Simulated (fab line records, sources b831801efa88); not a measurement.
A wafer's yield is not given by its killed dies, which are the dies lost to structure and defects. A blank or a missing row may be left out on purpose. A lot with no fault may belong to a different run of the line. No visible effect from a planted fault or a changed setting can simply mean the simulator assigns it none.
Problem report, 8D (eight disciplines) form, completed by code | flow gf180mcu | the parts of the form that need people (team, actions taken, sign-off) are left out

1. WHAT IS WRONG
Across 6 wafers from 2 lots, HV_LDD_TW at GF_HV_LDD_TW_MEAS_11 averages 1241, while fault-free wafers read 2415 with a standard deviation of 22. Relative to the usual mean, that is a shift of -53 standard deviations.
Earliest sighting: wafer L407.2 on filmMetro-04 at day 11 19:38. Wafers with a number at this step in the record: 39, from 13 lots. Rule for "out" (also "out of limits"): further than 4 standard deviations from the usual mean. The other wafers with a number count as sound.

2. WHAT IT IS, WHAT IT ISN'T
question                    | is                     | is not
which readings at this step | HV_LDD_TW              | -
which lots                  | L407, L409             | L401, L402, L404, L408, L412, L415, L419, L420, L421, L422, L424
which wafers of those lots  | all that have a number | -
read on which gauges        | filmMetro-04           | filmMetro-02, filmMetro-03
when                        | from day 11 19:38      | up to then (9 sound wafers); but 24 sound wafers of L408, L412, L415, L419, L420, L421, L422, L424 came after

3. SUSPECTS, AND WHAT RULES EACH OUT
Counting: a tool at any process step up to the reading remains a suspect when it ran all the lots that are out and ran no sound lot after the first of those.
- the gauge at GF_HV_LDD_TW_MEAS_11 has been ruled out. All the wafers that are out were read on filmMetro-04, but those of them that GF_HV_LDD_IMPLANT_09 has rows for are out there too, on other tools.
- implanter-01 at GF_HV_LDD_IMPLANT_09: ruled out as a lasting fault. Sound lots L419, L420, L421 ran on it after its first lot that is out, L407 (day 11 19:24).
Left after counting: nothing in the record.

4. THE CAUSE (what the simulator had put in)
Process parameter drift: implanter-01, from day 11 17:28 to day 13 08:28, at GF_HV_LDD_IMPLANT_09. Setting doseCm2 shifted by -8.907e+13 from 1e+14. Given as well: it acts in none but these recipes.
The count ruled it out by mistake, since the rule takes a fault to strike every lot its tool runs from the start of the fault on, and this one did not do so.

5. SEQUENCE OF EFFECTS, ordered by route
One row per reading whose mean, taken over the struck wafers that have a number, lies over 3 standard deviations from the usual. Only readings for which the record gives a usual standard deviation are gone through. hours: the time from each lot's start at the first step in this table that gives one to its start at this step, as a median over the lots. sigmas: the change in usual standard deviations.
hours | step                 | reading          | usual        | on struck wafers | change | sigmas
0     | GF_HV_LDD_IMPLANT_09 | doseIonsCm2      | 1e+14        | 1e+13            | -9e+13 | -99 or more
0     | GF_HV_LDD_IMPLANT_09 | faradayCurrentUA | 564          | 62               | -502   | -46
0     | GF_HV_LDD_TW_MEAS_11 | HV_LDD_TW        | 2415         | 1241             | -1174  | -53
61    | GF_HV_LDD_RS_MEAS_53 | HV_LDD_RS        | 418.2 ohm/sq | 756.2            | +338.0 | +99 or more
The process steps in it:
- GF_HV_LDD_IMPLANT_09

6. WHAT WOULD HAVE CAUGHT IT SOONER
The first out-of-limits reading at a measuring or inspecting step in this record came at day 11 19:38, 2 hours after the fault's start at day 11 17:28.
At GF_HV_LDD_IMPLANT_09, the tool's own readings (doseIonsCm2, faradayCurrentUA) were out on each struck wafer the step has a row for, so an alarm limit on them would have fired on the first such wafer.
